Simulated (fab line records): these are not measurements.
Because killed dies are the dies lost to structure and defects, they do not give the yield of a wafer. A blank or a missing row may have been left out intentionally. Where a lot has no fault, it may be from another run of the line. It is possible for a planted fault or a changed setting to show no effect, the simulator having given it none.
Split-lot study | flow sky130 | 23 wafers read across 5 lots, on a route 708 steps long

## ABOUT THE SPLIT
At SKY_VT_ADJUST_LVTN_IMPLANT_19, the setting dose cm2 was moved away from the recipe's 6.5e+11 on 6 of the 23 wafers read, by -5.4% to -3.4%. This setting was run at the recipe's value on the other wafers.

## THE PATH FROM SPLIT TO READING: the file shows 1 step between them
- SKY_VT_ADJUST_LVTN_STRIP_20: strips in O2/N2

## THE READING
VT_ADJUST_LVTN_2_TW, at SKY_VT_ADJUST_LVTN_TW_MEAS_21. Typical for fault-free wafers on this fab line: 187.2, with standard deviation 1.4.

wafer  | tool, chamber at the split | dose cm2 as run | against the recipe | VT_ADJUST_LVTN_2_TW | against lot-mates on the recipe
L074.1 | implanter-02, 0            | 6.5e+11         | recipe             | 188.5               | -
L074.2 | implanter-02, 0            | 6.148e+11       | -5.4%              | 185.8               | -2.6
L074.3 | implanter-02, 0            | 6.5e+11         | recipe             | 188.4               | -
L074.4 | implanter-02, 0            | 6.5e+11         | recipe             | 188.4               | -
L074.6 | implanter-02, 0            | 6.148e+11       | -5.4%              | 186.3               | -2.1
L077.1 | implanter-04, 0            | 6.279e+11       | -3.4%              | 186.6               | -1.3
L077.2 | implanter-04, 0            | 6.5e+11         | recipe             | 187.7               | -
L077.3 | implanter-04, 0            | 6.5e+11         | recipe             | 188.2               | -
L077.4 | implanter-04, 0            | 6.5e+11         | recipe             | 187.7               | -
L077.5 | implanter-04, 0            | 6.279e+11       | -3.4%              | 185.9               | -2.0
L079.1 | implanter-02, 0            | 6.5e+11         | recipe             | 186.7               | -
L079.4 | implanter-02, 0            | 6.5e+11         | recipe             | 186.0               | -
L079.5 | implanter-02, 0            | 6.5e+11         | recipe             | 186.8               | -
L080.1 | implanter-04, 0            | 6.5e+11         | recipe             | 187.4               | -
L080.2 | implanter-04, 0            | 6.5e+11         | recipe             | 187.0               | -
L080.4 | implanter-04, 0            | 6.5e+11         | recipe             | 187.3               | -
L080.5 | implanter-04, 0            | 6.5e+11         | recipe             | 187.5               | -
L080.6 | implanter-04, 0            | 6.5e+11         | recipe             | 186.4               | -
L085.1 | implanter-04, 0            | 6.245e+11       | -3.9%              | 186.2               | -1.6
L085.2 | implanter-04, 0            | 6.5e+11         | recipe             | 187.6               | -
L085.3 | implanter-04, 0            | 6.245e+11       | -3.9%              | 186.1               | -1.7
L085.4 | implanter-04, 0            | 6.5e+11         | recipe             | 188.2               | -
L085.6 | implanter-04, 0            | 6.5e+11         | recipe             | 187.5               | -

FIT RESULTS
A straight line over all 23 wafers: VT_ADJUST_LVTN_2_TW changes by +0.304 for each +1% of dose cm2; r = +0.68; the points scatter about the line by 0.66.
The same after taking each lot's own level away (the mean of its wafers on the recipe; 23 wafers): +0.439 for each +1%; r = +0.94; scatter 0.31.
On that fit, the largest move of dose cm2 shifts the reading by 2.4.
From 186.50 to 188.43: that is the span of the lots' own levels, equal to 1.4 times the standard deviation above.
So the lot-to-lot level blurs the effect unless lot-mates are compared.
Check: -2.29 against its lot-mates is what the line predicts for one of the wafers moved furthest among these (-5.4%) when that wafer is left out of the fit. It came out at -2.63 against them.

## FURTHER SPLITS ON THESE WAFERS
These wafers also went through other splits before the reading. Each is held against what the fit with the lots' levels taken away leaves over:
other split on the same wafers          | wafers away from the commonest value | r with VT_ADJUST_LVTN_2_TW (lot level and that fit taken away)
SKY_FIELD_ISO_OXIDATION_01 temp c       | 10                                   | +0.00
SKY_FIELD_ISO_COAT_08 resist thk nm     | 5                                    | +0.00
SKY_FIELD_ISO_DEVELOP_12 develop time s | 8                                    | -0.18
SKY_NWELL_OXIDATION_01 temp c           | 15                                   | +0.00
SKY_DNWELL_COAT_02 spin rpm             | 7                                    | -0.07
SKY_NWELL_IMPLANT_24 dose cm2           | 6                                    | -0.20

## THE FILE'S OWN FIT
VT_ADJUST_LVTN_2_TW changes by +0.446 for each +1% of dose cm2, r = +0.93.
